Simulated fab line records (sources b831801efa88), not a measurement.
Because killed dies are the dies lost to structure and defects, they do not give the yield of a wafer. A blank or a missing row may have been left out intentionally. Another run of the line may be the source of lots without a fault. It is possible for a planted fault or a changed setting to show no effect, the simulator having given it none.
Matching of chambers + flow gf180mcu + GF_CONTACT_CVD_02 on pecvd-02: 3 sister chambers
The step deposits SiO2 from TEOS, target thk 860 nm, time 95.992 s. 16 wafers are shown with their chamber, then 8 later ones without.

== WAFERS PAIRED WITH THEIR CHAMBERS ==
| wafer  | chamber | heater power w (W) | rf fwd power W (W) |
|--------|---------|--------------------|--------------------|
| L077.2 | 2       | 974                | 594.2              |
| L077.3 | 1       | 664                | 600.0              |
| L077.4 | 0       | 580                | 594.0              |
| L080.1 | 0       | 625                | 594.9              |
| L080.3 | 2       | 1009               | 595.4              |
| L080.4 | 1       | 690                | 597.8              |
| L083.1 | 0       | 636                | 591.7              |
| L083.5 | 0       | 517                | 591.1              |
| L083.6 | 1       | 650                | 597.7              |
| L084.4 | 2       | 1014               | 593.9              |
| L084.5 | 1       | 624                | 595.5              |
| L084.6 | 0       | 598                | 593.7              |
| L085.1 | 1       | 659                | 596.8              |
| L085.2 | 2       | 996                | 595.2              |
| L085.6 | 1       | 698                | 599.5              |
| L089.2 | 0       | 612                | 594.2              |

SIGNATURES (averages over the wafers above)
| reading        | chamber 0 | chamber 1 | chamber 2 | scatter within a chamber |
|----------------|-----------|-----------|-----------|--------------------------|
| heater power w | 594.67    | 664.17    | 998.25    | 32.6                     |
| rf fwd power W | 593.267   | 597.883   | 594.675   | 1.44                     |
Rule: a wafer lies at a distance from a chamber equal to the root of the sum of squares, over the readings, of (its reading less the chamber's mean, divided by the reading's scatter). The wafer belongs to the nearest chamber; if the next one is less than 2 further off, it can't be placed. The scatter is the square root of a quotient: the sum, over the shown wafers, of each reading's squared deviation from its chamber's mean, divided by wafers minus chambers.

== WAFERS WHOSE CHAMBER IS MISSING ==
| wafer  | heater power w (W) | rf fwd power W (W) |
|--------|--------------------|--------------------|
| L089.3 | 642                | 594.3              |
| L089.4 | 659                | 594.6              |
| L092.1 | 624                | 593.3              |
| L092.2 | 694                | 598.8              |
| L092.5 | 849                | 592.7              |
| L094.1 | 939                | 598.0              |
| L094.5 | 623                | 591.2              |
| L094.6 | 544                | 596.2              |

== CHAMBER TAKEN BY EACH ==
| wafer  | from the rows above     | in truth |
|--------|-------------------------|----------|
| L089.3 | can't be placed: 0 or 1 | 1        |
| L089.4 | can't be placed: 0 or 1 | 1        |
| L092.1 | 0                       | 0        |
| L092.2 | 1                       | 1        |
| L092.5 | can't be placed: 2 or 1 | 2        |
| L094.1 | 2                       | 2        |
| L094.5 | 0                       | 0        |
| L094.6 | can't be placed: 0 or 1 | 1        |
Correctly placed: 4 of 8. Unplaceable from these rows: 4, with the true chamber sitting among the candidates in 4. Placed wrongly: 0.
